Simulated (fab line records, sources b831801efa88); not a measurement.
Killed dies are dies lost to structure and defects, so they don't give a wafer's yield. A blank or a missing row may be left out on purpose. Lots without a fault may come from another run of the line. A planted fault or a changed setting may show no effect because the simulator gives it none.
Which tool did it? | flow gf180mcu | 24 lots, 72 wafers sampled, at 4 steps of a route of 602

WHAT THE GAUGES READ, wafer by wafer
GF_VT_IMPLANT_TW_MEAS_43. Usual: VT_IMPLANT_4_TW 681, standard deviation 6.4.
lot  | measured     | on            | VT_IMPLANT_4_TW | flag
L074 | day 7 12:07  | film_metro-03 | 687 685 681     |
L075 | day 7 14:11  | film_metro-03 | 682 682 683     |
L076 | day 7 23:38  | film_metro-03 | 687 688 686     |
L077 | day 8 05:07  | film_metro-04 | 674 675 679     |
L078 | day 8 08:36  | film_metro-02 | 673 673 674     |
L079 | day 8 19:56  | film_metro-02 | 675 676 675     |
L080 | day 9 05:10  | film_metro-02 | 676 676 676     |
L081 | day 9 16:33  | film_metro-02 | 674 675 675     |
L082 | day 10 02:12 | film_metro-02 | 677 675 675     |
L083 | day 10 03:27 | film_metro-03 | 688 685 685     |
L084 | day 10 15:56 | film_metro-03 | 685 687 685     |
L085 | day 10 22:53 | film_metro-04 | 676 676 678     |
L086 | day 11 05:07 | film_metro-02 | 676 675 672     |
L088 | day 11 16:20 | film_metro-04 | 672 676 680     |
L087 | day 11 17:26 | film_metro-03 | 694 694 694     |
L090 | day 12 04:15 | film_metro-03 | 686 688 689     |
L089 | day 12 05:38 | film_metro-03 | 685 684 691     |
L091 | day 12 10:00 | film_metro-04 | 680 677 677     |
L092 | day 12 16:17 | film_metro-03 | 689 688 687     |
L093 | day 13 00:23 | film_metro-03 | 688 691 690     |
L094 | day 13 07:39 | film_metro-02 | 676 675 672     |
L095 | day 13 10:26 | film_metro-02 | 674 675 672     |
L096 | day 13 17:45 | film_metro-04 | 679 678 678     |
L097 | day 14 01:17 | film_metro-04 | 677 675 681     |

GF_POLY_GATE_THK_MEAS_01. Usual: POLY_GATE_CVD_00_THK 199.8 nm, standard deviation 1.6.
lot  | measured     | on            | POLY_GATE_CVD_00_THK (nm) | flag
L074 | day 8 16:24  | film_metro-04 | 196.9 197.3 196.8         |
L075 | day 8 16:23  | film_metro-02 | 198.4 198.4 199.3         |
L076 | day 8 21:53  | film_metro-04 | 201.7 202.1 200.2         |
L077 | day 9 02:29  | film_metro-01 | 199.2 201.1 200.0         |
L078 | day 9 08:23  | film_metro-02 | 197.8 198.0 198.5         |
L079 | day 9 20:01  | film_metro-04 | 201.7 202.4 202.7         |
L080 | day 10 04:29 | film_metro-04 | 201.1 200.3 201.6         |
L081 | day 10 16:38 | film_metro-02 | 203.1 201.3 201.2         |
L082 | day 11 03:10 | film_metro-04 | 199.2 199.2 200.3         |
L083 | day 11 05:01 | film_metro-02 | 198.4 199.0 199.6         |
L084 | day 11 15:28 | film_metro-02 | 200.1 198.3 200.3         |
L085 | day 12 01:26 | film_metro-04 | 199.3 198.5 197.4         |
L086 | day 12 08:47 | film_metro-01 | 201.0 198.8 199.4         |
L088 | day 12 20:49 | film_metro-01 | 197.3 197.5 198.3         |
L087 | day 12 18:30 | film_metro-01 | 201.9 200.0 204.3         |
L090 | day 13 05:13 | film_metro-04 | 201.3 200.7 201.3         |
L089 | day 13 09:13 | film_metro-02 | 200.4 199.9 199.9         |
L091 | day 13 12:14 | film_metro-02 | 201.0 200.9 202.1         |
L092 | day 13 18:46 | film_metro-04 | 200.1 200.0 199.3         |
L093 | day 14 02:49 | film_metro-04 | 197.5 199.7 199.8         |
L094 | day 14 09:47 | film_metro-02 | 198.3 200.0 199.9         |
L095 | day 14 13:07 | film_metro-04 | 198.6 199.0 199.1         |
L096 | day 15 00:52 | film_metro-04 | 198.2 198.8 198.5         |
L097 | day 15 06:47 | film_metro-04 | 198.4 197.6 200.2         |

GF_HV_LDD_RS_MEAS_53: measures by four-point-probe. Usual: HV_LDD_RS 418.4 ohm/sq, standard deviation 1.
lot  | measured     | on            | HV_LDD_RS (ohm/sq) | flag
L074 | day 12 13:33 | film_metro-02 | 418.5 418.8 417.8  |
L075 | day 12 14:44 | film_metro-03 | 417.6 417.4 417.1  |
L076 | day 12 20:50 | film_metro-03 | 418.0 419.6 419.5  |
L077 | day 13 04:10 | film_metro-03 | 418.0 419.0 418.7  |
L078 | day 13 08:16 | film_metro-01 | 420.1 419.6 420.0  |
L079 | day 13 22:38 | film_metro-03 | 417.7 417.1 418.9  |
L080 | day 14 08:17 | film_metro-02 | 418.4 418.2 418.1  |
L081 | day 14 20:55 | film_metro-02 | 418.3 416.6 418.0  |
L082 | day 15 08:49 | film_metro-01 | 417.6 418.2 418.9  |
L083 | day 15 11:05 | film_metro-01 | 419.6 420.3 419.9  |
L084 | day 15 22:47 | film_metro-02 | 418.2 418.7 417.8  |
L085 | day 16 11:17 | film_metro-01 | 419.9 419.8 420.9  |
L086 | day 16 18:56 | film_metro-02 | 416.6 417.2 418.5  |
L088 | day 17 10:08 | film_metro-03 | 419.2 417.6 417.2  |
L087 | day 17 07:02 | film_metro-02 | 418.5 417.7 419.6  |
L090 | day 17 20:08 | film_metro-03 | 418.4 418.7 418.3  |
L089 | day 18 00:20 | film_metro-01 | 420.2 419.1 418.9  |
L091 | day 18 03:17 | film_metro-03 | 418.2 417.4 418.3  |
L092 | day 18 16:08 | film_metro-02 | 417.5 418.0 417.0  |
L093 | day 19 01:11 | film_metro-03 | 418.5 417.2 417.8  |
L094 | day 19 05:32 | film_metro-02 | 418.4 419.0 418.4  |
L095 | day 19 08:29 | film_metro-02 | 416.9 416.7 417.7  |
L096 | day 19 22:22 | film_metro-01 | 417.4 419.1 417.4  |
L097 | day 20 11:41 | film_metro-01 | 420.3 417.3 419.1  |

GF_V2_THK_MEAS_25: measures by xrf. Usual: V2_W_THK 360 nm, standard deviation 8.9.
lot  | measured     | on            | V2_W_THK (nm) | flag
L074 | day 20 10:23 | film_metro-02 | 363 375 362   |
L075 | day 20 15:52 | film_metro-01 | 366 356 355   |
L076 | day 20 21:07 | film_metro-03 | 349 353 351   |
L077 | day 21 06:00 | film_metro-02 | 360 362 362   |
L078 | day 21 09:21 | film_metro-01 | 368 358 358   |
L079 | day 22 01:33 | film_metro-03 | 359 357 348   |
L080 | day 22 13:28 | film_metro-03 | 357 355 350   |
L081 | day 23 03:25 | film_metro-02 | 373 379 368   |
L082 | day 23 15:08 | film_metro-02 | 362 374 371   |
L083 | day 23 20:24 | film_metro-01 | 363 359 366   |
L084 | day 24 05:26 | film_metro-01 | 354 355 354   |
L085 | day 24 18:05 | film_metro-03 | 360 351 356   |
L086 | day 25 01:28 | film_metro-03 | 346 353 346   |
L088 | day 25 19:51 | film_metro-01 | 357 359 360   |
L087 | day 25 14:49 | film_metro-03 | 353 354 345   |
L090 | day 26 00:39 | film_metro-03 | 344 358 343   |
L089 | day 26 11:01 | film_metro-01 | 362 361 355   |
L091 | day 26 09:26 | film_metro-02 | 372 370 366   |
L092 | day 26 16:48 | film_metro-02 | 373 366 378   |
L093 | day 27 01:43 | film_metro-03 | 348 347 346   |
L094 | day 27 06:23 | film_metro-02 | 369 376 370   |
L095 | day 27 07:44 | film_metro-02 | 368 371 364   |
L096 | day 27 18:00 | film_metro-03 | 356 360 360   |
L097 | day 28 06:16 | film_metro-02 | 372 362 369   |

WHICH TOOL RAN EACH LOT (tool, then ch and the chambers of the sampled wafers, then the start)
The record holds no process step before these readings.

WHAT THE TOOLS THEMSELVES READ (means of the sampled wafers that have a number; where no wafer has one, the mark that the record gives instead)
The record holds no such reading with a usual standard deviation.

THE ANSWER, worked out from the rows above alone
Rule: a lot is off if the mean of its wafers that have a number lies more than 3 standard deviations from the usual mean. A lot without any number at a reading at which 4 lots or more have one is off too. The other lots that the step has rows for count as sound. The gauges are gone through in route order, then the tools' own readings, and for those a lot's mean is taken as printed above. The first step at which some lot is off is used, and at that step the reading that is off furthest; a lot without a number counts as furthest.
No lot is off at any reading shown: from this, nothing can be told.

WHAT THE SIMULATOR HAD PUT IN
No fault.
